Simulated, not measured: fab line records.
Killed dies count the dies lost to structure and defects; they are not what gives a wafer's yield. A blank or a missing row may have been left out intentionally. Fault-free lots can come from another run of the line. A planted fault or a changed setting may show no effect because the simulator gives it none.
Which tool was responsible? / flow gf180mcu / 11 lots, 33 wafers sampled, at 6 steps of a route of 602

WHAT THE GAUGES SHOWED, per wafer
GF_V2_BOW_MEAS_05.
lot=L694; measured=day 19 22:56; on=film_metro-01; V2_BOW (um)=109 110 108
lot=L697; measured=day 20 20:10; on=film_metro-01; V2_BOW (um)=100 103 103
lot=L700; measured=day 22 06:29; on=film_metro-04; V2_BOW (um)=109 106 104
lot=L704; measured=day 23 11:21; on=film_metro-04; V2_BOW (um)=107 102 100
lot=L705; measured=day 23 19:04; on=film_metro-01; V2_BOW (um)=90 91 89
lot=L706; measured=day 24 04:45; on=film_metro-04; V2_BOW (um)=109 97 100
lot=L708; measured=day 24 20:53; on=film_metro-04; V2_BOW (um)=102 96 83
lot=L709; measured=day 25 05:16; on=film_metro-02; V2_BOW (um)=104 91 106
lot=L713; measured=day 26 07:04; on=film_metro-01; V2_BOW (um)=93 97 94
lot=L715; measured=day 26 23:22; on=film_metro-04; V2_BOW (um)=98 107 96
lot=L716; measured=day 27 00:14; on=film_metro-02; V2_BOW (um)=90 90 101

GF_V2_OVL_MEAS_15.
lot=L694; measured=day 20 22:44; on=overlay-01; V2_OVL (nm)=3 6 1
lot=L697; measured=day 21 20:17; on=overlay-01; V2_OVL (nm)=-1 1 7
lot=L700; measured=day 23 05:44; on=overlay-01; V2_OVL (nm)=4 4 10
lot=L704; measured=day 24 09:49; on=overlay-01; V2_OVL (nm)=-3 -2 2
lot=L705; measured=day 24 17:27; on=overlay-01; V2_OVL (nm)=-6 -3 -1
lot=L706; measured=day 25 02:46; on=overlay-02; V2_OVL (nm)=0 -1 1
lot=L708; measured=day 25 18:21; on=overlay-02; V2_OVL (nm)=3 4 16
lot=L709; measured=day 26 02:46; on=overlay-02; V2_OVL (nm)=-11 2 -5
lot=L713; measured=day 27 04:33; on=overlay-01; V2_OVL (nm)=7 0 -1
lot=L715; measured=day 27 19:48; on=overlay-01; V2_OVL (nm)=-3 -3 5
lot=L716; measured=day 27 20:59; on=overlay-02; V2_OVL (nm)=4 3 4

GF_V2_RS_MEAS_24: uses a four-point probe to measure.
lot=L694; measured=day 20 23:39; on=film_metro-04; V2_W_RS (ohm/sq)=0.325 0.327 0.330
lot=L697; measured=day 21 21:12; on=film_metro-02; V2_W_RS (ohm/sq)=0.328 0.334 0.330
lot=L700; measured=day 23 06:39; on=film_metro-04; V2_W_RS (ohm/sq)=0.332 0.330 0.326
lot=L704; measured=day 24 10:44; on=film_metro-01; V2_W_RS (ohm/sq)=0.253 0.251 0.251
lot=L705; measured=day 24 18:22; on=film_metro-02; V2_W_RS (ohm/sq)=0.253 0.252 0.257
lot=L706; measured=day 25 03:41; on=film_metro-01; V2_W_RS (ohm/sq)=0.322 0.327 0.329
lot=L708; measured=day 25 19:22; on=film_metro-01; V2_W_RS (ohm/sq)=0.328 0.326 0.329
lot=L709; measured=day 26 03:41; on=film_metro-02; V2_W_RS (ohm/sq)=0.330 0.327 0.331
lot=L713; measured=day 27 05:28; on=film_metro-02; V2_W_RS (ohm/sq)=0.331 0.327 0.331
lot=L715; measured=day 27 20:43; on=film_metro-04; V2_W_RS (ohm/sq)=0.332 0.328 0.332
lot=L716; measured=day 27 21:54; on=film_metro-04; V2_W_RS (ohm/sq)=0.332 0.328 0.322

GF_V2_THK_MEAS_25: measures by xrf.
lot=L694; measured=day 20 23:46; on=film_metro-04; V2_W_THK (nm)=367 363 358
lot=L697; measured=day 21 21:19; on=film_metro-02; V2_W_THK (nm)=373 369 372
lot=L700; measured=day 23 06:46; on=film_metro-04; V2_W_THK (nm)=360 360 364
lot=L704; measured=day 24 10:51; on=film_metro-01; V2_W_THK (nm)=478 479 486
lot=L705; measured=day 24 18:29; on=film_metro-02; V2_W_THK (nm)=489 488 481
lot=L706; measured=day 25 03:48; on=film_metro-01; V2_W_THK (nm)=373 365 362
lot=L708; measured=day 25 19:29; on=film_metro-01; V2_W_THK (nm)=364 366 362
lot=L709; measured=day 26 03:48; on=film_metro-02; V2_W_THK (nm)=369 372 365
lot=L713; measured=day 27 05:35; on=film_metro-02; V2_W_THK (nm)=371 378 375
lot=L715; measured=day 27 20:50; on=film_metro-04; V2_W_THK (nm)=363 365 359
lot=L716; measured=day 27 22:01; on=film_metro-04; V2_W_THK (nm)=361 368 376

WHICH TOOL RAN EACH LOT (tool, then ch and the chambers of the sampled wafers, then the start)
lot=L694; GF_V2_SPUTTER_21=pvd_sputter-02, day 20 23:26; GF_V2_CVD_23=cvd_w-01 ch 0,1, day 20 23:32
lot=L697; GF_V2_SPUTTER_21=pvd_sputter-02, day 21 20:59; GF_V2_CVD_23=cvd_w-01 ch 0,1, day 21 21:05
lot=L700; GF_V2_SPUTTER_21=pvd_sputter-03, day 23 06:26; GF_V2_CVD_23=cvd_w-01 ch 0,1, day 23 06:32
lot=L704; GF_V2_SPUTTER_21=pvd_sputter-03, day 24 10:31; GF_V2_CVD_23=cvd_w-01 ch 0,1, day 24 10:37
lot=L705; GF_V2_SPUTTER_21=pvd_sputter-03, day 24 18:09; GF_V2_CVD_23=cvd_w-01 ch 0,1, day 24 18:15
lot=L706; GF_V2_SPUTTER_21=pvd_sputter-01, day 25 03:28; GF_V2_CVD_23=cvd_w-02 ch 0,1, day 25 03:34
lot=L708; GF_V2_SPUTTER_21=pvd_sputter-03, day 25 19:09; GF_V2_CVD_23=cvd_w-02 ch 1, day 25 19:15
lot=L709; GF_V2_SPUTTER_21=pvd_sputter-02, day 26 03:28; GF_V2_CVD_23=cvd_w-02 ch 0,1, day 26 03:34
lot=L713; GF_V2_SPUTTER_21=pvd_sputter-02, day 27 05:15; GF_V2_CVD_23=cvd_w-02 ch 0,1, day 27 05:21
lot=L715; GF_V2_SPUTTER_21=pvd_sputter-01, day 27 20:30; GF_V2_CVD_23=cvd_w-01 ch 0,1, day 27 20:36
lot=L716; GF_V2_SPUTTER_21=pvd_sputter-02, day 27 21:40; GF_V2_CVD_23=cvd_w-02 ch 0,1, day 27 21:46
- GF_V2_SPUTTER_21: material Ti, target thk 15 nm, time 80.02 s.
- GF_V2_CVD_23: deposits W, target thk 350 nm, time 104.94 s.

WHAT THE TOOLS THEMSELVES READ (means of the sampled wafers that have a number; where no wafer has one, the mark that the record gives instead)
GF_V2_SPUTTER_21.
lot=L694; tool=pvd_sputter-02; throttle_valve_pct (%)=29.9
lot=L697; tool=pvd_sputter-02; throttle_valve_pct (%)=29.7
lot=L700; tool=pvd_sputter-03; throttle_valve_pct (%)=29.5
lot=L704; tool=pvd_sputter-03; throttle_valve_pct (%)=30.6
lot=L705; tool=pvd_sputter-03; throttle_valve_pct (%)=29.6
lot=L706; tool=pvd_sputter-01; throttle_valve_pct (%)=29.5
lot=L708; tool=pvd_sputter-03; throttle_valve_pct (%)=29.7
lot=L709; tool=pvd_sputter-02; throttle_valve_pct (%)=29.7
lot=L713; tool=pvd_sputter-02; throttle_valve_pct (%)=29.5
lot=L715; tool=pvd_sputter-01; throttle_valve_pct (%)=30.3
lot=L716; tool=pvd_sputter-02; throttle_valve_pct (%)=29.6

GF_V2_CVD_23.
lot=L694; tool=cvd_w-01; heater_power_w (W)=824; susceptor_temp_C (C)=400.14
lot=L697; tool=cvd_w-01; heater_power_w (W)=774; susceptor_temp_C (C)=399.79
lot=L700; tool=cvd_w-01; heater_power_w (W)=786; susceptor_temp_C (C)=399.81
lot=L704; tool=cvd_w-01; heater_power_w (W)=902; susceptor_temp_C (C)=414.45
lot=L705; tool=cvd_w-01; heater_power_w (W)=915; susceptor_temp_C (C)=414.46
lot=L706; tool=cvd_w-02; heater_power_w (W)=783; susceptor_temp_C (C)=400.17
lot=L708; tool=cvd_w-02; heater_power_w (W)=805; susceptor_temp_C (C)=399.93
lot=L709; tool=cvd_w-02; heater_power_w (W)=793; susceptor_temp_C (C)=399.82
lot=L713; tool=cvd_w-02; heater_power_w (W)=795; susceptor_temp_C (C)=400.17
lot=L715; tool=cvd_w-01; heater_power_w (W)=837; susceptor_temp_C (C)=399.97
lot=L716; tool=cvd_w-02; heater_power_w (W)=786; susceptor_temp_C (C)=400.04

THE ANSWER, worked out from the rows above alone
Rule: the lots themselves supply what counts as usual. The widest of any qualifying gaps counts: lots, ordered by their means at a reading, are off when they make up no more than a third of the lots, leave a main group of 4 or more, and stand apart from it by 3 or more times the standard deviation of that group's means. If all means in a main group match to the digits the tables above print for the reading, that group is not used. Also off: a lot with no number at a reading for which 4 or more lots have one. All remaining lots with rows at the step are treated as sound. After the gauges, taken in route order, come the tools' own readings; for these a lot's mean is taken, as printed above. The first step at which some lot is off is used, and at that step the reading that is off furthest; a lot without a number counts as furthest.
Off: L704, L705, at GF_V2_RS_MEAS_24 (V2_W_RS). For the main group the mean is 0.329 ohm/sq and the standard deviation 0.0015.
A tool fits if, at a process step before that reading, it ran every lot that is off, and no sound lot after the first of them. The gauges at GF_V2_RS_MEAS_24 aren't tried: what is off there is off at GF_V2_CVD_23 too, on other tools, and a gauge's error can't cause that. No candidate that was tried fits.

WHAT WAS PUT IN BY THE SIMULATOR
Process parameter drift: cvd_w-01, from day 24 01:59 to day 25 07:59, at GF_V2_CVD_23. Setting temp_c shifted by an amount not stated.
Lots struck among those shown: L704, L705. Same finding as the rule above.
